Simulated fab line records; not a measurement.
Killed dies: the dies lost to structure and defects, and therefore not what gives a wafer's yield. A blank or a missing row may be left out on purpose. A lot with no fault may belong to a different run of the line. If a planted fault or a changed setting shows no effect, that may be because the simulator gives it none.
Comparing a struck lot with a sound one || flow gf180mcu || 17 out of 602 route steps
Sound: these wafers, L980.2, L980.4, L980.5. Struck: wafer L988.3; the same lot's L988.4 was not struck, so it is left out; see the end for the cause.
Per side, at each step with rows, come the tool, then ch with its chambers, and then its first start. Under that, the readings that differ: sound wafers || struck wafers || difference of the means || sigmas: that difference in standard deviations of wafers without a fault.
alike: a reading whose means differ by less than 2 such deviations, as well as words and numbers matching on both sides. not compared: withheld readings; readings where some wafer has no value; bounds like >300 that might hide an equal value; numbers whose values overlap and for which the record gives no deviation.
The two part at a step that has a row with sigmas, a row that says differs or no value, or rows on one side only. Non-overlapping numbers with no deviation appear without sigmas and do not part them. Lack of a reading on every wafer of one side parts them only where that side has two or more wafers.

first, 1 step without rows for these wafers: GF_STI_DEVELOP_11 (develop time 60 s).
GF_STI_CD_MEAS_12 targets a cd of 220 nm.
  sound on cd sem-02 at day 3 12:34; struck on cd sem-02 at day 5 07:44
  alike: cd nm
GF_STI_ETCH_13: etches the open film in CHF3/O2, stops on Si, target depth 282.31 nm, time 112.9 s.
  sound on rie diel-04 ch 0,1,3, day 3 12:40; struck on rie diel-04 ch 0, day 5 07:49
  alike: chf3 flow sccm, drypump motor current A, oes product au, throttle valve pct
  not compared: rf hours counter h
GF_STI_ETCH_14: etches Si in HBr/Cl2/O2, target depth 360 nm, time 102.9 s.
  sound on rie si-02 ch 1,2, day 3 12:45; struck on rie si-02 ch 0, day 5 07:53
  alike: drypump motor current A, oes product au, throttle valve pct
  not compared: rf hours counter h
GF_STI_STRIP_15: strips in O2/N2.
  sound on plasma asher-04 ch 0,1, day 3 12:52; struck on plasma asher-01 ch 0, day 5 07:59
{"reading": "drypump motor current A (A)", "sound": "5.64 5.65 5.59", "struck": 6.18, "difference": "+0.55", "sigmas": "+2"}
{"reading": "heater power w (W)", "sound": "300 304 327", "struck": 380, "difference": "+70", "sigmas": "+2"}
  alike: oes product au, strip time to endpoint s
  not compared: rf hours counter h
then, 6 steps without rows for these wafers: GF_STI_CLEAN_16 (cleans in dHF, time 25 s); GF_STI_WET_ETCH_17 (etches Si3N4 in H3PO4, target depth 45 nm, time 514 s); GF_STI_CLEAN_18 (cleans in SC1/SC2, time 150 s); GF_STI_CLEAN_19 (cleans in dHF, time 20 s); GF_STI_WET_ETCH_20 (etches SiO2 in dHF, target depth 20 nm, time 400 s); GF_STI_OXIDATION_21 (stabilise 600 s, purge 300 s, target thk 15 nm).
GF_STI_THK_MEAS_22:
  sound on film metro-04 at day 3 14:46; struck on film metro-01 at day 5 09:34
{"reading": "STI_OXIDATION_01_THK (nm)", "sound": "14.51 14.52 14.43", "struck": 15.16, "difference": "+0.67", "sigmas": "+3"}
GF_STI_CVD_23: deposits SiO2, target thk 650 nm, time 108.3 s.
  sound on hdpcvd-01 ch 0,1, day 3 14:49; struck on hdpcvd-01 ch 2, day 5 09:36
{"reading": "model.SiO2_of_STI_CVD_23.thk nm (nm)", "sound": "651.5 648.1 653.4", "struck": 750.4, "difference": "+99.4", "sigmas": ""}
GF_STI_THK_MEAS_24:
  sound on film metro-01 at day 3 14:55; struck on film metro-01 at day 5 09:41
{"reading": "STI_CVD_23_THK (nm)", "sound": "651 648 653", "struck": 750, "difference": "+99", "sigmas": "+17"}
GF_STI_CMP_25: polishes, stops on Si3N4, t overpolish 33 s, target thk 524.6 nm.
  sound on cmp-01 ch 1,2,3, day 3 15:05; struck on cmp-01 ch 0, day 5 09:50
{"reading": "motor current A (A)", "sound": "11.3 11.7 10.2", "struck": 13.8, "difference": "+2.7", "sigmas": "+3"}
{"reading": "time to endpoint s (s)", "sound": "118 122 124", "struck": 133, "difference": "+12", "sigmas": "+3"}
then, 1 step without rows for these wafers: GF_STI_WET_ETCH_26 (etches SiO2 in dHF, target depth 94 nm, time 188 s).
GF_PASSIVATION_PROBE_99:
  rows exist in the record for the sound wafers here (prober-02, day 31 17:26), none for the struck ones

== WHERE THEY PART ==
At GF_STI_STRIP_15 first; at GF_PASSIVATION_PROBE_99 last (within this record only).

WHY: what had been put in by the simulator
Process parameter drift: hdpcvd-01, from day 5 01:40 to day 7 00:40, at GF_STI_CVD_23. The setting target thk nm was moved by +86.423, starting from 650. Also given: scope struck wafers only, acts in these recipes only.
